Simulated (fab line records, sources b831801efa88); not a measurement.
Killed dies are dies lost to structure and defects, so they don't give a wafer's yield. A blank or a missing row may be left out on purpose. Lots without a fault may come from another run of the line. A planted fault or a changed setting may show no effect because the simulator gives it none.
Which tool did it? | flow sky130 | 11 lots, 33 wafers sampled, at 6 steps of a route of 708

WHAT THE GAUGES READ, wafer by wafer
SKY_CONTACT_THK_MEAS_03. Usual: CONTACT_HDPCVD_THK 565 nm, standard deviation 5.4.
lot  | measured     | on            | CONTACT_HDPCVD_THK (nm) | flag
L594 | day 31 00:31 | film_metro-03 | 566 569 576             |
L593 | day 31 13:47 | film_metro-01 | 568 564 566             |
L597 | day 32 22:55 | film_metro-01 | 556 555 560             |
L598 | day 32 23:34 | film_metro-04 | 557 571 562             |
L599 | day 33 03:26 | film_metro-03 | 564 566 566             |
L602 | day 34 00:16 | film_metro-01 | 559 558 568             |
L606 | day 35 12:08 | film_metro-01 | 557 561 560             |
L607 | day 35 22:34 | film_metro-03 | 567 566 562             |
L608 | day 35 23:49 | film_metro-01 | 561 558 563             |
L610 | day 36 12:23 | film_metro-01 | 560 568 564             |
L612 | day 37 06:22 | film_metro-04 | 568 568 570             |

SKY_METAL1_RS_MEAS_05: measures by four-point-probe. Usual: METAL1_ALCU_RS 0.1265 ohm/sq, standard deviation 0.0014.
lot  | measured     | on            | METAL1_ALCU_RS (ohm/sq) | flag
L594 | day 32 06:17 | film_metro-04 | 0.1263 0.1277 0.1270    |
L593 | day 32 18:46 | film_metro-04 | 0.1249 0.1272 0.1249    |
L597 | day 34 03:46 | film_metro-04 | 0.1264 0.1278 0.1281    |
L598 | day 34 04:10 | film_metro-02 | 0.1264 0.1250 0.1251    |
L599 | day 34 08:16 | film_metro-02 | 0.1239 0.1242 0.1259    |
L602 | day 35 04:23 | film_metro-04 | 0.1256 0.1248 0.1244    |
L606 | day 36 16:29 | film_metro-02 | 0.1261 0.1280 0.1253    |
L607 | day 37 02:40 | film_metro-04 | 0.1100 0.1103 0.1098    | OFF
L608 | day 37 03:41 | film_metro-02 | 0.1104 0.1105 0.1103    | OFF
L610 | day 37 16:04 | film_metro-02 | 0.1258 0.1248 0.1251    |
L612 | day 38 10:13 | film_metro-04 | 0.1277 0.1276 0.1279    |

SKY_METAL1_THK_MEAS_06: measures by xrf. Usual: METAL1_ALCU_THK 253.7 nm, standard deviation 2.9.
lot  | measured     | on            | METAL1_ALCU_THK (nm) | flag
L594 | day 32 06:24 | film_metro-04 | 253.2 250.5 251.2    |
L593 | day 32 18:52 | film_metro-04 | 255.9 251.2 256.7    |
L597 | day 34 03:53 | film_metro-04 | 253.5 250.6 248.8    |
L598 | day 34 04:15 | film_metro-02 | 253.3 256.6 255.2    |
L599 | day 34 08:22 | film_metro-02 | 259.1 259.8 256.4    |
L602 | day 35 04:31 | film_metro-04 | 252.6 255.2 254.5    |
L606 | day 36 16:35 | film_metro-02 | 256.0 253.5 258.2    |
L607 | day 37 02:47 | film_metro-04 | 288.3 288.1 289.7    | OFF
L608 | day 37 03:49 | film_metro-02 | 290.6 289.6 291.9    | OFF
L610 | day 37 16:11 | film_metro-02 | 255.9 257.3 257.0    |
L612 | day 38 10:19 | film_metro-04 | 251.8 249.4 248.5    |

WHICH TOOL RAN EACH LOT (tool, then ch and the chambers of the sampled wafers, then the start)
lot  | SKY_CONTACT_SOFTBAKE_10                      | SKY_METAL1_SPUTTER_02        | SKY_METAL1_SPUTTER_04
L594 | litho_track-01 ch 0, day 32 06:11 or earlier | pvd_sputter-03, day 32 06:11 | pvd_sputter-03, day 32 06:14
L593 | litho_track-03 ch 0, day 32 18:39 or earlier | pvd_sputter-03, day 32 18:39 | pvd_sputter-03, day 32 18:42
L597 | litho_track-03 ch 0, day 34 03:40 or earlier | pvd_sputter-01, day 34 03:40 | pvd_sputter-01, day 34 03:42
L598 | litho_track-04 ch 0, day 34 04:01 or earlier | pvd_sputter-03, day 34 04:01 | pvd_sputter-03, day 34 04:03
L599 | litho_track-04 ch 0, day 34 08:09 or earlier | pvd_sputter-02, day 34 08:09 | pvd_sputter-02, day 34 08:11
L602 | litho_track-01 ch 0, day 35 04:18 or earlier | pvd_sputter-03, day 35 04:18 | pvd_sputter-03, day 35 04:20
L606 | litho_track-03 ch 0, day 36 16:21 or earlier | pvd_sputter-02, day 36 16:21 | pvd_sputter-02, day 36 16:25
L607 | litho_track-01 ch 0, day 37 02:34 or earlier | pvd_sputter-03, day 37 02:34 | pvd_sputter-03, day 37 02:36
L608 | litho_track-03 ch 0, day 37 03:36 or earlier | pvd_sputter-03, day 37 03:36 | pvd_sputter-03, day 37 03:38
L610 | litho_track-03 ch 0, day 37 15:59 or earlier | pvd_sputter-02, day 37 15:59 | pvd_sputter-02, day 37 16:01
L612 | litho_track-04 ch 0, day 38 10:06 or earlier | pvd_sputter-02, day 38 10:06 | pvd_sputter-02, day 38 10:08
- SKY_CONTACT_SOFTBAKE_10: time 93.38 s.
- SKY_METAL1_SPUTTER_02: material AlCu, target thk 250 nm, time 13.3 s.
- SKY_METAL1_SPUTTER_04: material TiN, target thk 70 nm, time 58.3 s.

WHAT THE TOOLS THEMSELVES READ (means of the sampled wafers that have a number; where no wafer has one, the mark that the record gives instead)
SKY_CONTACT_SOFTBAKE_10. Usual: heater_power_total_W 57.30 W, standard deviation 0.12; plate_sensor_t_centre_C 100.88 C, standard deviation 0.0095; plate_sensor_t_edge_C 100.95 C, standard deviation 0.01; softbake_temp_c 99.99 C, standard deviation 0.13.
lot  | tool           | heater_power_total_W (W) | plate_sensor_t_centre_C (C) | plate_sensor_t_edge_C (C) | softbake_temp_c (C) | flag
L594 | litho_track-01 | 57.22                    | 100.87                      | 100.95                    | 100.11              |
L593 | litho_track-03 | 57.37                    | 100.88                      | 100.95                    | 99.85               |
L597 | litho_track-03 | 57.34                    | 100.89                      | 100.95                    | 100.04              |
L598 | litho_track-04 | 57.40                    | 100.88                      | 100.95                    | 99.99               |
L599 | litho_track-04 | 57.29                    | 100.89                      | 100.95                    | 100.03              |
L602 | litho_track-01 | 57.22                    | 100.89                      | 100.95                    | 99.94               |
L606 | litho_track-03 | 57.27                    | 100.87                      | 100.95                    | 99.98               |
L607 | litho_track-01 | 57.28                    | 100.88                      | 100.94                    | 100.01              |
L608 | litho_track-03 | 57.37                    | 100.88                      | 100.95                    | 99.88               |
L610 | litho_track-03 | 57.36                    | 100.88                      | 100.95                    | 99.87               |
L612 | litho_track-04 | 57.17                    | 100.88                      | 100.96                    | 100.11              |

SKY_METAL1_SPUTTER_02. Usual: throttle_valve_pct 30.3 %, standard deviation 1.3.
lot  | tool           | throttle_valve_pct (%) | flag
L594 | pvd_sputter-03 | 31.1                   |
L593 | pvd_sputter-03 | 30.0                   |
L597 | pvd_sputter-01 | 29.6                   |
L598 | pvd_sputter-03 | 30.6                   |
L599 | pvd_sputter-02 | 29.3                   |
L602 | pvd_sputter-03 | 30.0                   |
L606 | pvd_sputter-02 | 29.3                   |
L607 | pvd_sputter-03 | 30.9                   |
L608 | pvd_sputter-03 | 30.5                   |
L610 | pvd_sputter-02 | 29.1                   |
L612 | pvd_sputter-02 | 28.7                   |

SKY_METAL1_SPUTTER_04. Usual: throttle_valve_pct 30.3 %, standard deviation 1.4.
lot  | tool           | throttle_valve_pct (%) | flag
L594 | pvd_sputter-03 | 31.1                   |
L593 | pvd_sputter-03 | 30.0                   |
L597 | pvd_sputter-01 | 29.6                   |
L598 | pvd_sputter-03 | 30.6                   |
L599 | pvd_sputter-02 | 29.3                   |
L602 | pvd_sputter-03 | 29.9                   |
L606 | pvd_sputter-02 | 29.5                   |
L607 | pvd_sputter-03 | 30.8                   |
L608 | pvd_sputter-03 | 30.5                   |
L610 | pvd_sputter-02 | 29.0                   |
L612 | pvd_sputter-02 | 28.8                   |

THE ANSWER, worked out from the rows above alone
Rule: a lot is off if the mean of its wafers that have a number lies more than 3 standard deviations from the usual mean. A lot without any number at a reading at which 4 lots or more have one is off too. The other lots that the step has rows for count as sound. The gauges are gone through in route order, then the tools' own readings, and for those a lot's mean is taken as printed above. The first step at which some lot is off is used, and at that step the reading that is off furthest; a lot without a number counts as furthest.
Off: L607, L608, at SKY_METAL1_RS_MEAS_05 (METAL1_ALCU_RS).
A tool fits if, at a process step before that reading, it ran every lot that is off, and no sound lot after the first of them. The gauges at SKY_METAL1_RS_MEAS_05 are tried like those tools. SKY_CONTACT_SOFTBAKE_10 gives no start for some lots, so the hours and the order of its lots are those of SKY_METAL1_SPUTTER_02. One fits: pvd_sputter-03 at SKY_METAL1_SPUTTER_02 and SKY_METAL1_SPUTTER_04. At SKY_METAL1_SPUTTER_02 its last sound lot is L602 (day 35 04:18), its first lot that is off L607 (day 37 02:34): a fault that began between those two fits.

WHAT THE SIMULATOR HAD PUT IN
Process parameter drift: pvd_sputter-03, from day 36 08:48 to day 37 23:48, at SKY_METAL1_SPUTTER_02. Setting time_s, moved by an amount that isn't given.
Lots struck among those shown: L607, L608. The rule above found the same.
